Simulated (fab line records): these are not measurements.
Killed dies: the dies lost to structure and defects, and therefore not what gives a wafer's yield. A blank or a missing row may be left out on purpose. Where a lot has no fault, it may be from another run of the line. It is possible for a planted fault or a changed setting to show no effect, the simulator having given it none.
Chamber matching + flow gf180mcu + cmp-02 running GF_V1_CMP_26: 4 sister chambers
The step polishes, stops on SiO2, t overpolish 15 s, target thk 0 nm. 7 wafers are shown with their chamber, then 7 later ones without.

WAFERS PAIRED WITH THEIR CHAMBERS
| wafer  | chamber | motor_current_A (A) | time_to_endpoint_s (s) |
|--------|---------|---------------------|------------------------|
| L140.4 | 1       | 10.7                | 88                     |
| L140.5 | 3       | 10.9                | 89                     |
| L144.1 | 1       | 10.7                | 89                     |
| L144.2 | 2       | 9.1                 | 91                     |
| L144.4 | 0       | 11.6                | 91                     |
| L150.3 | 2       | 8.8                 | 85                     |
| L150.4 | 0       | 10.8                | 93                     |

WAFERS MISSING THEIR CHAMBER
| wafer  | motor_current_A (A) | time_to_endpoint_s (s) |
|--------|---------------------|------------------------|
| L150.5 | 10.5                | 87                     |
| L153.2 | 9.0                 | 83                     |
| L153.4 | 11.9                | 92                     |
| L153.6 | 9.6                 | 85                     |
| L154.2 | 10.2                | 83                     |
| L154.3 | 11.7                | 85                     |
| L154.4 | 10.9                | 91                     |

WHICH CHAMBER EACH WENT THROUGH
| wafer  | from the rows above               | in truth |
|--------|-----------------------------------|----------|
| L150.5 | can't be placed: 1 or 3 or 0      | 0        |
| L153.2 | 2                                 | 2        |
| L153.4 | can't be placed: 0 or 3 or 1      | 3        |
| L153.6 | can't be placed: 2 or 1 or 3      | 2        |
| L154.2 | can't be placed: 1 or 3 or 2 or 0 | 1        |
| L154.3 | can't be placed: 3 or 0 or 1      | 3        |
| L154.4 | can't be placed: 3 or 0 or 1      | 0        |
Correctly placed: 1 of 7. Not placeable from these rows: 6 (in 6, the candidates include the true chamber). Placed wrongly: 0.
How it was worked out, from the rows above alone: a wafer's distance from a chamber is the root of the sum, over the readings, of the square of ((its reading less the chamber's mean) divided by the reading's scatter). If the next closest chamber is less than 2 further off than the closest, the wafer can't be placed; otherwise it belongs to the closest. A chamber's mean is the mean of its shown wafers. The scatter: the root of (the sum of the squares of (reading less its chamber's mean) over the shown wafers, divided by (wafers less chambers)).
